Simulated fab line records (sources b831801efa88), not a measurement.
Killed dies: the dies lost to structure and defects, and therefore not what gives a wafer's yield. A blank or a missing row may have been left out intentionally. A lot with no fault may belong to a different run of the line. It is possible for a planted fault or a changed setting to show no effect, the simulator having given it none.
fab line records	flow sky130
record lots=15	wafers=45	last_day=50
route steps=708 shown VIA4@655 PAD_OPEN@708
lots that met no fault: from a run of the same line without faults
start_h: hours from the record's first day to the start of the lot's first wafer shown	wait_h: how many hours have passed since the lot's step before this one	" unchanged from the row above	L1.1+2: several wafers, shown together as one row	- either no value or no given start	* or withheld: withheld	< > ~ a bound
route shown NAME@n: names a module that has steps shown in the file, with the first one's number in the route	usual: mean/standard deviation of fault-free wafers	same: alike in all rows	chamber/n: place in a boat	sites: readings site by site	_std_site: the standard deviation of these	_edge_site: mean of outer sites minus mean of inner sites	radius_mm: how far each site lies from the wafer's centre	mask NAME#n: copy n	behind: tool/chamber where the wafer was last shaped	hold: why the lot went on hold/how many hours it stayed there/how the hold came to an end	device: whichever transistor did not switch (one of n, p or np)	end of line: tests of these same wafers at the route's end	a step with no rows: only its recipe	killed: not the wafer's yield, but the dies lost to structure and defects at the first sort	map: dies across one wafer; x = killed, . = not, _ = none there
set.NAME: the setting that was run; set.NAME@STEP: the one run at that earlier step	model.NAME: the simulator's own value behind a step, which no gauge read
steps of the route over a sample of lots; a table a step, a row a wafer
## steps
# step SKY_VIA4_CLEAN_16
# recipe chemistry=O3/DIW	dry=n2_spin
lot.wafer	tool	chamber	start_h	wait_h
L759.3+4+5	wet_bench-02	2	1004.41	0.0
L760.1+5+6	wet_bench-02	0	1010.96	0.0
L761.3+4+6	wet_bench-02	2	1014.97	0.0
L762.1+2+6	wet_bench-01	1	1021.52	0.0
L763.4+5+6	wet_bench-01	2	1046.53	0.0
L764.3+5+6	wet_bench-01	2	1051.90	0.0
L765.1+4+6	wet_bench-01	0	1063.48	0.0
L766.2+4+5	wet_bench-01	0	1066.48	0.0
L774.3+4+6	wet_bench-02	2	1099.84	0.0
L775.1+5+6	wet_bench-02	2	1100.94	0.0
L776.3+5+6	wet_bench-02	2	1105.36	0.0
L778.1+3+4	wet_bench-02	0	1125.53	0.0
L781.2+4+6	wet_bench-01	1	1138.86	0.0
L780.2+4+6	wet_bench-04	3	1140.41	0.0
L782.1+3+4	wet_bench-04	0	1144.55	0.0
# step SKY_PAD_OPEN_PROBE_99
# usual defect_limited_yield=82.7/1.9	killed_at_M0_to_M3=43/6.8	killed_at_M4_up=3.0/1.8	killed_at_contacts=23/5.4	killed_at_front_end=15/4.4	killed_at_other=0.3/0.51	killed_dies=85/9.2	killed_open=47/6.8	killed_short=39/6.8	sort_bin_3_pad_short=0.8/0.43	sort_bin_5_function=10.3/1.5	sort_bin_6_memory=6.2/0.96	sort_n_pass=407/9.2	sort_yield_pct=82.7/1.9
# same gross_dies=492	killed_at_back_side=0	sort_bin_4_leakage[%]=0	sort_bin_8_speed[%]=0
lot.wafer	tool	chamber	start_h	wait_h	defect_limited_yield[%]	killed_at_M0_to_M3	killed_at_M4_up	killed_at_contacts	killed_at_front_end	killed_at_other	killed_dies	killed_open	killed_short	sort_bin_3_pad_short[%]	sort_bin_5_function[%]	sort_bin_6_memory[%]	sort_n_pass	sort_yield_pct[%]
L764.3	prober-01	-	1118.18	0.2	74.6	45	45	23	12	0	125	44	38	4.1	15.0	6.3	367	74.6
L764.5	prober-01	-	1118.28	0.2	74.6	38	47	17	23	0	125	43	36	4.3	14.8	6.3	367	74.6
L764.6	prober-01	-	1118.33	0.2	73.2	44	50	17	19	2	132	53	32	5.7	13.4	7.7	360	73.2
L765.1	prober-02	-	1128.47	0.1	72.8	40	71	18	5	0	134	38	27	3.7	16.7	6.9	358	72.8
L765.4	prober-02	-	1128.62	0.2	70.1	48	73	16	9	1	147	47	31	3.9	16.9	9.1	345	70.1
L765.6	prober-02	-	1128.72	0.2	70.3	40	69	24	13	0	146	48	33	4.9	16.5	8.3	346	70.3
L766.2	prober-01	-	1130.83	0.1	71.1	36	67	25	13	1	142	37	40	4.7	17.5	6.7	350	71.1
L766.4	prober-01	-	1130.93	0.2	71.7	47	61	22	9	0	139	53	25	4.7	16.9	6.7	353	71.7
L766.5	prober-01	-	1130.98	0.2	72.4	32	70	25	9	0	136	43	28	4.3	16.1	7.3	356	72.4
# killed by level:class
L764.3 VIA4:unspecified=43 VIA1:geometric_particle:open=10 LI_CONTACT:geometric_particle:open=8 VIA2:geometric_particle:open=8 METAL1:geometric_particle:short=7 CONTACT:geometric_particle:open=6 VIA3:geometric_particle:open=5 POLY_GATE:geometric_particle:short=4
L764.5 VIA4:unspecified=46 VIA1:geometric_particle:open=11 POLY_GATE:geometric_particle:short=9 CONTACT:geometric_particle:open=7 VIA2:geometric_particle:short=5 METAL2:geometric_particle:open=4 METAL2:geometric_particle:short=4 VIA2:geometric_particle:open=4
L764.6 VIA4:unspecified=47 VIA1:geometric_particle:open=15 VIA2:geometric_particle:open=9 FIELD_ISO:geometric_particle:open=6 CONTACT:geometric_particle:open=6 LI_CONTACT:geometric_particle:open=5 VIA3:geometric_particle:open=5 FIELD_ISO:geometric_particle:short=4
L765.1 VIA4:unspecified=69 VIA3:geometric_particle:open=11 VIA1:geometric_particle:open=7 LI_CONTACT:geometric_particle:open=6 VIA2:geometric_particle:open=6 VIA1:geometric_particle:short=5 VIA3:geometric_particle:short=4 CONTACT:geometric_particle:short=4
L765.4 VIA4:unspecified=69 VIA1:geometric_particle:open=8 VIA2:geometric_particle:open=8 LI_CONTACT:geometric_particle:open=7 VIA3:geometric_particle:open=7 VIA1:geometric_particle:short=6 CONTACT:geometric_particle:open=5 FIELD_ISO:geometric_particle:open=4
L765.6 VIA4:unspecified=65 VIA1:geometric_particle:open=8 CONTACT:geometric_particle:open=7 VIA3:geometric_particle:open=7 METAL1:geometric_particle:short=6 LOCAL_INTERCONNECT:geometric_particle:open=5 VIA2:geometric_particle:open=5 POLY_GATE:geometric_particle:short=4
L766.2 VIA4:unspecified=65 CONTACT:geometric_particle:open=10 VIA1:geometric_particle:open=10 POLY_GATE:geometric_particle:short=5 LI_CONTACT:geometric_particle:short=5 VIA3:geometric_particle:open=5 FIELD_ISO:geometric_particle:open=4 VIA1:geometric_particle:short=4
L766.4 VIA4:unspecified=61 VIA3:geometric_particle:open=14 LI_CONTACT:geometric_particle:open=9 VIA1:geometric_particle:open=8 VIA2:geometric_particle:open=6 LOCAL_INTERCONNECT:geometric_particle:short=5 CONTACT:geometric_particle:open=5 FIELD_ISO:geometric_particle:short=4
L766.5 VIA4:unspecified=65 CONTACT:geometric_particle:open=13 VIA1:geometric_particle:open=12 POLY_GATE:geometric_particle:short=5 LI_CONTACT:geometric_particle:open=5 VIA2:geometric_particle:open=5 METAL2:geometric_particle:short=4 METAL4:geometric_particle:short=4
## key
first_sign step=SKY_PAD_OPEN_PROBE_99	reading=killed_at_M4_up	direction=up	sigmas=33	usual=3.0	struck=61.4
effect step=SKY_PAD_OPEN_PROBE_99	reading=sort_bin_3_pad_short	direction=up	sigmas=8.4	usual=0.8	struck=4.4
met_at SKY_VIA4_CLEAN_16
struck_lots L764,L765,L766
onset_between 1046.53 1051.90
fault kind=chamber_particle_source	tool=wet_bench-01	chamber=-	onset_h=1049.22	steps=SKY_VIA4_CLEAN_16	rate_per_visit_cm2=1.8643	end_h=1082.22
